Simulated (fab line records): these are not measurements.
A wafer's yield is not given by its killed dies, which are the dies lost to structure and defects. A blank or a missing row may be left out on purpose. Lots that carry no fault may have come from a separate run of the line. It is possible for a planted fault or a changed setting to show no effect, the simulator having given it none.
A struck lot beside a sound one	flow sky130	20 steps out of a route of 708
Sound: wafers L846.1, L846.2, L846.4. The struck wafers were L850.2, L850.4, L850.6. The cause comes at the end.
Per side, at each step with rows, come the tool, then ch with its chambers, and then its first start. Under that, the readings that differ: sound wafers	struck wafers	difference of the means	sigmas: that difference in standard deviations of wafers without a fault.
alike: a reading whose means differ by less than 2 such deviations, as well as words and numbers matching on both sides. not compared: withheld readings; readings where some wafer has no value; bounds like >300 that might hide an equal value; numbers whose values overlap and for which the record gives no deviation.
The two part at a step that has a row with sigmas, a row that says differs or no value, or rows on one side only. Numbers that have no deviation but don't overlap get no sigmas and don't part them. A reading that every wafer of one side lacks parts them only if that side has two wafers or more.

SKY_LDD_HVP_OVL_MEAS_07:
  sound on overlay-02 at day 22 01:55; struck on overlay-02 at day 23 14:25
  alike: LDD_HVP_OVL
after that, 1 step had no rows for these wafers: SKY_LDD_HVP_IMPLANT_08.
SKY_LDD_HVP_STRIP_09: strips in O2/N2.
  sound on plasma-asher-03 ch 0,1, day 22 02:06; struck on plasma-asher-03 ch 0,1, day 23 14:36
  alike: drypump-motor-current-A, oes-product-au, strip-time-to-endpoint-s
  not compared: rf-hours-counter-h
SKY_LDD_HVP_TW_MEAS_10:
  sound on film-metro-02 at day 22 02:12; struck on film-metro-02 at day 23 14:43
  alike: LDD_HVP_TW
then, 7 steps without rows for these wafers: SKY_LDD_LDN_DEHYDRATE_00 (time 60 s); SKY_LDD_LDN_HMDS_01 (prime time 60 s); SKY_LDD_LDN_COAT_02 (resist thk 1140 nm); SKY_LDD_LDN_SOFTBAKE_03 (time 60 s); SKY_LDD_LDN_EXPOSE_04 (exposes mask LDNTM, target cd 700 nm); SKY_LDD_LDN_PEB_05; SKY_LDD_LDN_DEVELOP_06 (develop time 60 s).
SKY_LDD_LDN_OVL_MEAS_07:
  sound on overlay-01 at day 23 07:13; struck on overlay-01 at day 24 19:58
  alike: LDD_LDN_OVL
SKY_LDD_LDN_IMPLANT_08:
  sound on implanter-02 ch 0, day 23 07:14; struck on implanter-03 ch 0, day 24 20:20
then, 3 steps without rows for these wafers: SKY_LDD_LDN_IMPLANT_09; SKY_LDD_LDN_IMPLANT_10; SKY_LDD_LDN_IMPLANT_11.
SKY_LDD_LDN_STRIP_12: strips in O2/N2.
  sound on plasma-asher-03 ch 0,1, day 23 07:50; struck on plasma-asher-01 ch 0,1, day 24 20:55
  alike: drypump-motor-current-A, oes-product-au, strip-time-to-endpoint-s
  not compared: rf-hours-counter-h
SKY_LDD_LDN_TW_MEAS_13:
  sound on film-metro-01 at day 23 07:56; struck on film-metro-01 at day 24 21:02
reading	sound	struck	difference	sigmas
LDD_LDN_TW	1472 1483 1480	1582 1581 1579	+102	+11
then, 1 step without rows for these wafers: SKY_LDD_LDN_CLEAN_14 (cleans in SC1/SC2, time 150 s).
-- the record jumps here: 22 days lie between the struck wafers' starts before and after (it left off in module LDD_LDN and takes up again in module PAD_OPEN, whose first step shown is number 708 of the route) --
SKY_PAD_OPEN_PROBE_99:
  sound on prober-01 at day 46 04:29; struck on prober-01 at day 47 04:09
reading	sound	struck	difference	sigmas
model.etest.tip-sonos.rs-ohm-sq	2751 2678 2696	2443 2407 2419	-285	
  alike: killed_at_M0_to_M3, killed_at_M4_up, killed-at-contacts, killed-at-front-end, killed-at-other, killed-dies, killed-open, killed-short

WHERE THEY PART
Within this record, at SKY_LDD_LDN_TW_MEAS_13 only. Later steps at which nothing parts them and some readings are alike: SKY_PAD_OPEN_PROBE_99.

WHY: whatever the simulator had introduced
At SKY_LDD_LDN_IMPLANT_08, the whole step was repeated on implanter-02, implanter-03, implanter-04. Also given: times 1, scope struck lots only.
